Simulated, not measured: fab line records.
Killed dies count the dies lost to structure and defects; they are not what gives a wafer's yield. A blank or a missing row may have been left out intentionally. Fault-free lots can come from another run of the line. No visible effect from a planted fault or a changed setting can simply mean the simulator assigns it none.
Split-lot study	flow gf180mcu	route with 602 steps; 5 lots, 23 wafers read

ON THE SPLIT
At GF_M4_SPUTTER_01 (material TiN, target thk 30 nm, time 25 s), the setting power w was moved away from the recipe's 6500 W on 10 of the 23 wafers read, by -10.0% to +11.4%. The other wafers ran this setting at the recipe's value.

The split's own step is where the reading is taken.

THE READING
TiN_of_M4_SPUTTER_01.thk nm (the simulator's own value, which no gauge read), in nm, at GF_M4_SPUTTER_01 (material TiN, target thk 30 nm, time 25 s). The file does not state a usual value for it. Average 29.98 nm, standard deviation 0.36 nm, over the 13 wafers here run with the recipe.

wafer	tool, chamber at the split	power w as run, W	against the recipe	TiN_of_M4_SPUTTER_01.thk nm, nm	against lot-mates on the recipe
L079.1	pvd sputter-03, -	7046	+8.4%	32.13	+2.70
L079.3	pvd sputter-03, -	7046	+8.4%	31.82	+2.39
L079.4	pvd sputter-03, -	6500	recipe	29.25	-
L079.5	pvd sputter-03, -	6500	recipe	29.61	-
L079.6	pvd sputter-03, -	6500	recipe	29.42	-
L081.1	pvd sputter-01, -	6500	recipe	30.33	-
L081.2	pvd sputter-01, -	5848	-10.0%	27.07	-3.03
L081.3	pvd sputter-01, -	5848	-10.0%	27.17	-2.93
L081.5	pvd sputter-01, -	5848	-10.0%	27.1	-3.00
L081.6	pvd sputter-01, -	6500	recipe	29.87	-
L080.1	pvd sputter-01, -	6500	recipe	30.47	-
L080.2	pvd sputter-01, -	5884	-9.5%	27.11	-3.20
L080.3	pvd sputter-01, -	5884	-9.5%	27.28	-3.02
L080.4	pvd sputter-01, -	5884	-9.5%	27.41	-2.89
L080.5	pvd sputter-01, -	6500	recipe	30.14	-
L082.1	pvd sputter-03, -	6500	recipe	30.44	-
L082.2	pvd sputter-03, -	7244	+11.4%	33.58	+3.34
L082.3	pvd sputter-03, -	7244	+11.4%	33.38	+3.14
L082.4	pvd sputter-03, -	6500	recipe	30.27	-
L082.5	pvd sputter-03, -	6500	recipe	30.01	-
L085.3	pvd sputter-01, -	6500	recipe	29.87	-
L085.4	pvd sputter-01, -	6500	recipe	29.95	-
L085.6	pvd sputter-01, -	6500	recipe	30.11	-

FIT RESULTS
A straight line over all 23 wafers: TiN_of_M4_SPUTTER_01.thk nm changes by +0.284 nm for each +1% of power w; r = +0.99; the points scatter about the line by 0.33 nm.
The same after taking each lot's own level away (the mean of its wafers on the recipe; 23 wafers): +0.3 nm for each +1%; r = +1.00; scatter 0.17 nm.
That fit puts the effect of the largest move of power w on the reading at 3.4 nm.
Measured against the standard deviation above, the lots' own levels, which go from 29.427 to 30.305 nm, span 2.4 times it.
The two slopes agree, so the slope changes little with the lot-to-lot level.
Check: with one of the wafers moved furthest among these (+11.4%) left out of the fit, the line predicts +3.41 nm for it against its lot-mates. It came out at +3.34 nm against them.

OTHER SPLITS ON THESE WAFERS
Note: prior to the reading, these wafers also went through further splits. Each is held against what the fit with the lots' levels taken away leaves over:
other split on the same wafers	wafers away from the commonest value	r with TiN_of_M4_SPUTTER_01.thk nm (lot level and that fit taken away)
GF_SALICIDE_SPUTTER_02 time s	7	-0.31
GF_CONTACT_CVD_00 sih4 flow sccm	6	+0.50
GF_CONTACT_PEB_12 peb time s	7	+0.14
GF_M1_SPUTTER_04 power w	5	-0.33
GF_M2_SPUTTER_00 time s	8	-0.07
GF_V2_SPUTTER_22 power w	10	+0.16
GF_M3_SPUTTER_02 power w	11	+0.07
GF_M3_PEB_12 peb temp c	8	+0.13

FILE'S OWN FIT
TiN_of_M4_SPUTTER_01.thk nm changes by +0.299 nm for each +1% of power w, r = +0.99.
